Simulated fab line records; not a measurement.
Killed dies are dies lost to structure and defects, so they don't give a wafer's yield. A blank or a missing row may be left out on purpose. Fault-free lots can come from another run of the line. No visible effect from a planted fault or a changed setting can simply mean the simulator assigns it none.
What tool caused it? | flow sky130 | Sampling: 24 lots, 72 wafers, 5 of 708 route steps

## WHAT EACH GAUGE READ, for each wafer
SKY_VIA3_THK_MEAS_01. Usual: VIA3_HDPCVD_THK gives 1645 nm (standard deviation 20).
lot  | measured     | on            | VIA3_HDPCVD_THK (nm) | flag
L074 | day 38 21:46 | film-metro-04 | 1620 1679 1643       |
L075 | day 39 02:10 | film-metro-04 | 1674 1646 1670       |
L076 | day 39 10:21 | film-metro-03 | 1659 1640 1626       |
L078 | day 39 19:08 | film-metro-02 | 1656 1625 1641       |
L077 | day 39 23:35 | film-metro-03 | 1661 1675 1635       |
L079 | day 40 13:40 | film-metro-04 | 1650 1634 1641       |
L080 | day 40 14:42 | film-metro-04 | 1673 1611 1658       |
L081 | day 41 01:35 | film-metro-04 | 1637 1644 1639       |
L082 | day 41 01:58 | film-metro-04 | 1619 1646 1610       |
L083 | day 41 09:09 | film-metro-04 | 1630 1643 1622       |
L084 | day 42 00:17 | film-metro-02 | 1633 1618 1615       |
L085 | day 42 02:53 | film-metro-02 | 1627 1657 1633       |
L086 | day 42 10:50 | film-metro-03 | 1647 1671 1673       |
L087 | day 42 14:04 | film-metro-03 | 1653 1652 1660       |
L088 | day 43 00:57 | film-metro-02 | 1636 1650 1663       |
L089 | day 43 09:31 | film-metro-02 | 1624 1631 1643       |
L090 | day 43 19:33 | film-metro-04 | 1627 1654 1609       |
L091 | day 43 19:16 | film-metro-04 | 1605 1584 1641       |
L092 | day 44 06:17 | film-metro-02 | 1643 1641 1639       |
L093 | day 44 13:48 | film-metro-04 | 1670 1646 1683       |
L094 | day 44 20:16 | film-metro-02 | 1619 1616 1649       |
L097 | day 45 07:36 | film-metro-02 | 1648 1609 1650       |
L095 | day 45 08:46 | film-metro-02 | 1663 1664 1680       |
L096 | day 45 12:47 | film-metro-03 | 1627 1658 1647       |

SKY_VIA3_BOW_MEAS_03. Usual: VIA3_BOW gives 80 um (standard deviation 8.3).
lot  | measured     | on            | VIA3_BOW (um) | flag
L074 | day 38 22:07 | film-metro-04 | 73 75 73      |
L075 | day 39 02:46 | film-metro-03 | 85 83 81      |
L076 | day 39 10:52 | film-metro-04 | 75 77 70      |
L078 | day 39 19:30 | film-metro-04 | 82 92 97      |
L077 | day 39 23:57 | film-metro-04 | 75 87 81      |
L079 | day 40 14:01 | film-metro-03 | 93 84 82      |
L080 | day 40 15:04 | film-metro-02 | 86 93 74      |
L081 | day 41 01:57 | film-metro-02 | 71 66 88      |
L082 | day 41 02:21 | film-metro-04 | 83 82 73      |
L083 | day 41 09:31 | film-metro-02 | 87 77 84      |
L084 | day 42 00:40 | film-metro-02 | 63 56 69      |
L085 | day 42 03:16 | film-metro-02 | 75 71 78      |
L086 | day 42 11:11 | film-metro-03 | 84 75 90      |
L087 | day 42 14:25 | film-metro-02 | 82 82 68      |
L088 | day 43 01:19 | film-metro-02 | 74 79 70      |
L089 | day 43 12:31 | film-metro-04 | 80 75 78      |
L090 | day 43 19:55 | film-metro-04 | 74 86 67      |
L091 | day 43 19:38 | film-metro-03 | 80 90 87      |
L092 | day 44 06:39 | film-metro-04 | 74 84 83      |
L093 | day 44 14:10 | film-metro-04 | 76 65 70      |
L094 | day 44 20:40 | film-metro-02 | 78 86 87      |
L097 | day 45 07:58 | film-metro-03 | 87 77 75      |
L095 | day 45 09:08 | film-metro-03 | 105 89 82     |
L096 | day 45 13:09 | film-metro-02 | 92 72 68      |

SKY_VIA4_OVL_MEAS_11. Usual: VIA4_OVL gives 0.5 nm (standard deviation 1.4).
lot  | measured     | on         | VIA4_OVL (nm)  | flag
L074 | day 43 00:44 | overlay-02 | 0.1 1.2 0.0    |
L075 | day 43 07:55 | overlay-01 | -2.9 0.3 -0.2  |
L076 | day 43 12:31 | overlay-01 | 1.9 2.1 1.1    |
L078 | day 43 19:19 | overlay-02 | 3.2 2.2 2.5    |
L077 | day 44 01:46 | overlay-02 | 1.6 1.9 1.2    |
L079 | day 44 15:24 | overlay-02 | 1.6 1.5 2.3    |
L080 | day 44 16:32 | overlay-01 | 2.0 1.0 1.9    |
L081 | day 45 01:33 | overlay-01 | 2.3 -0.9 0.2   |
L082 | day 45 03:51 | overlay-02 | -0.8 -0.5 1.9  |
L083 | day 45 06:50 | overlay-01 | 3.7 2.1 1.9    |
L084 | day 45 20:22 | overlay-02 | 0.2 -0.2 -1.3  |
L085 | day 45 22:17 | overlay-02 | 2.0 1.3 1.4    |
L086 | day 46 09:26 | overlay-02 | -1.6 -1.0 0.3  |
L087 | day 46 12:17 | overlay-01 | -0.9 -1.3 -1.1 |
L088 | day 46 17:48 | overlay-02 | -0.8 -1.6 -1.2 |
L089 | day 47 04:25 | overlay-01 | 3.3 1.8 1.5    |
L090 | day 47 13:24 | overlay-02 | 0.0 -1.6 -1.1  |
L091 | day 47 12:24 | overlay-01 | 1.3 -0.1 -0.1  |
L092 | day 47 23:27 | overlay-02 | -1.9 1.3 0.1   |
L093 | day 48 05:07 | overlay-01 | -1.8 0.2 0.4   |
L094 | day 48 11:37 | overlay-02 | 2.1 2.3 3.2    |
L097 | day 48 21:24 | overlay-01 | -1.2 -0.5 -0.2 |
L095 | day 48 20:13 | overlay-01 | 1.6 0.9 1.8    |
L096 | day 49 00:53 | overlay-02 | -1.5 -0.3 -0.1 |

## WHAT TOOL EACH LOT RAN ON (gives the tool, then ch and the chambers of the sampled wafers, and finally the start)
lot  | SKY_CONTACT_ETCH_16                | SKY_CAP2M_CVD_00
L074 | rie-diel-03 ch 0,1, day 31 20:04   | pecvd-04 ch 0,2, day 40 00:09
L075 | rie-diel-04 ch 0,1,3, day 32 01:16 | pecvd-01 ch 0,2, day 40 06:09
L076 | rie-diel-04 ch 0,1, day 32 11:22   | pecvd-02 ch 1,2, day 40 12:33
L078 | rie-diel-02 ch 0,2, day 32 19:37   | pecvd-01 ch 1,2, day 40 21:50
L077 | rie-diel-04 ch 1,3, day 32 22:34   | pecvd-04 ch 0,1,2, day 41 01:44
L079 | rie-diel-04 ch 1,2, day 33 16:37   | pecvd-02 ch 0,1,2, day 41 16:05
L080 | rie-diel-04 ch 0,2,3, day 33 18:46 | pecvd-04 ch 1,2, day 41 16:59
L081 | rie-diel-02 ch 0,3, day 34 04:53   | pecvd-01 ch 0,1,2, day 42 03:40
L082 | rie-diel-03 ch 1,2,3, day 34 05:14 | pecvd-04 ch 0,1, day 42 04:31
L083 | rie-diel-02 ch 0,1,3, day 34 12:55 | pecvd-02 ch 0,2, day 42 10:44
L084 | rie-diel-04 ch 0,2,3, day 35 06:01 | pecvd-01 ch 0,2, day 43 01:24
L085 | rie-diel-02 ch 1,2,3, day 35 07:37 | pecvd-04 ch 0,2, day 43 04:07
L086 | rie-diel-02 ch 0,1,3, day 35 17:20 | pecvd-02 ch 0,2, day 43 13:46
L087 | rie-diel-04 ch 0,1,3, day 35 23:59 | pecvd-04 ch 0,1,2, day 43 15:15
L088 | rie-diel-03 ch 0,2, day 36 10:25   | pecvd-04 ch 0,1, day 44 00:52
L089 | rie-diel-02 ch 2,3, day 36 18:58   | pecvd-01 ch 0,2, day 44 12:24
L090 | rie-diel-04 ch 0,1,3, day 37 06:01 | pecvd-02 ch 0,2, day 44 19:53
L091 | rie-diel-03 ch 1,2, day 37 06:08   | pecvd-04 ch 0,1,2, day 44 19:23
L092 | rie-diel-03 ch 0,1,3, day 37 19:11 | pecvd-01 ch 0,1,2, day 45 07:07
L093 | rie-diel-04 ch 1,2,3, day 38 03:07 | pecvd-04 ch 1,2, day 45 13:57
L094 | rie-diel-03 ch 0,1,2, day 38 13:34 | pecvd-02 ch 0,1, day 45 20:30
L097 | rie-diel-04 ch 0,1,2, day 38 23:46 | pecvd-01 ch 0,1,2, day 46 07:33
L095 | rie-diel-03 ch 0,1, day 39 00:47   | pecvd-04 ch 0,1, day 46 08:25
L096 | rie-diel-03 ch 0,1,2, day 39 03:01 | pecvd-04 ch 0,1,2, day 46 11:59
- SKY_CONTACT_ETCH_16: etches BARC in N2/H2, stops on SiO2, time 45.9 s, target depth 60 nm.
- SKY_CAP2M_CVD_00: deposits SiO2, target thk 15.5 nm.

## AS READ BY THE TOOLS THEMSELVES (means over the sampled wafers that have a number; for cases with no such wafer, the mark the record gives instead)
SKY_CONTACT_ETCH_16. Usual: chamber-pressure-mTorr 30.01 mTorr, standard deviation 0.031; drypump-motor-current-A 5.7 A, standard deviation 0.41; oes-product-au 0.855 a.u., standard deviation 0.0051; throttle-valve-pct 13.224 %, standard deviation 0.0099.
lot  | tool        | chamber-pressure-mTorr (mTorr) | drypump-motor-current-A (A) | oes-product-au (a.u.) | throttle-valve-pct (%) | flag
L074 | rie-diel-03 | 30.02                          | 5.3                         | 0.852                 | 13.232                 |
L075 | rie-diel-04 | 30.02                          | 5.7                         | 0.856                 | 13.231                 |
L076 | rie-diel-04 | 30.00                          | 5.6                         | 0.851                 | 13.230                 |
L078 | rie-diel-02 | 29.98                          | 5.2                         | 0.855                 | 13.215                 |
L077 | rie-diel-04 | 30.00                          | 5.8                         | 0.852                 | 13.231                 |
L079 | rie-diel-04 | 29.97                          | 5.9                         | 0.849                 | 13.231                 |
L080 | rie-diel-04 | 30.02                          | 5.8                         | 0.852                 | 13.219                 |
L081 | rie-diel-02 | 29.98                          | 5.8                         | 0.853                 | 13.225                 |
L082 | rie-diel-03 | 30.00                          | 5.5                         | 0.853                 | 13.226                 |
L083 | rie-diel-02 | 30.01                          | 5.7                         | 0.856                 | 13.230                 |
L084 | rie-diel-04 | 30.01                          | 5.8                         | 0.862                 | 13.223                 |
L085 | rie-diel-02 | 30.02                          | 6.1                         | 0.854                 | 13.225                 |
L086 | rie-diel-02 | 30.03                          | 5.7                         | 0.853                 | 13.229                 |
L087 | rie-diel-04 | 29.99                          | 5.7                         | 0.853                 | 13.218                 |
L088 | rie-diel-03 | 30.02                          | 5.8                         | 0.862                 | 13.220                 |
L089 | rie-diel-02 | 30.00                          | 6.1                         | 0.850                 | 13.222                 |
L090 | rie-diel-04 | 29.98                          | 5.7                         | 0.854                 | 13.224                 |
L091 | rie-diel-03 | 29.99                          | 5.9                         | 0.856                 | 13.222                 |
L092 | rie-diel-03 | 29.98                          | 5.3                         | 0.854                 | 13.219                 |
L093 | rie-diel-04 | 30.03                          | 5.9                         | 0.856                 | 13.219                 |
L094 | rie-diel-03 | 30.01                          | 5.7                         | 0.857                 | 13.229                 |
L097 | rie-diel-04 | 29.97                          | 5.8                         | 0.860                 | 13.221                 |
L095 | rie-diel-03 | 30.04                          | 5.5                         | 0.858                 | 13.221                 |
L096 | rie-diel-03 | 29.96                          | 5.7                         | 0.855                 | 13.230                 |

SKY_CAP2M_CVD_00. Usual: heater-power-w reads 721 W (standard deviation 110).
lot  | tool     | heater-power-w (W) | flag
L074 | pecvd-04 | 667                |
L075 | pecvd-01 | 755                |
L076 | pecvd-02 | 712                |
L078 | pecvd-01 | 727                |
L077 | pecvd-04 | 667                |
L079 | pecvd-02 | 739                |
L080 | pecvd-04 | 763                |
L081 | pecvd-01 | 682                |
L082 | pecvd-04 | 842                |
L083 | pecvd-02 | 746                |
L084 | pecvd-01 | 709                |
L085 | pecvd-04 | 620                |
L086 | pecvd-02 | 726                |
L087 | pecvd-04 | 688                |
L088 | pecvd-04 | 733                |
L089 | pecvd-01 | 738                |
L090 | pecvd-02 | 781                |
L091 | pecvd-04 | 693                |
L092 | pecvd-01 | 736                |
L093 | pecvd-04 | 838                |
L094 | pecvd-02 | 782                |
L097 | pecvd-01 | 696                |
L095 | pecvd-04 | 712                |
L096 | pecvd-04 | 696                |

## THE ANSWER, worked out from the rows above alone
Rule: take the mean of a lot's wafers that have a number; if it is more than 3 standard deviations from the usual mean, the lot is off. A lot without any number at a reading at which 4 lots or more have one is off too. Any other lot the step has rows for is counted as sound. Order of review: gauges by route order, followed by the tools' own readings, for which a lot's mean as printed above is used. The first step at which some lot is off is used, and at that step the reading that is off furthest; a lot without a number counts as furthest.
Nothing can be told from this: no lot is off at any reading shown.

## WHAT HAD BEEN PUT IN BY THE SIMULATOR
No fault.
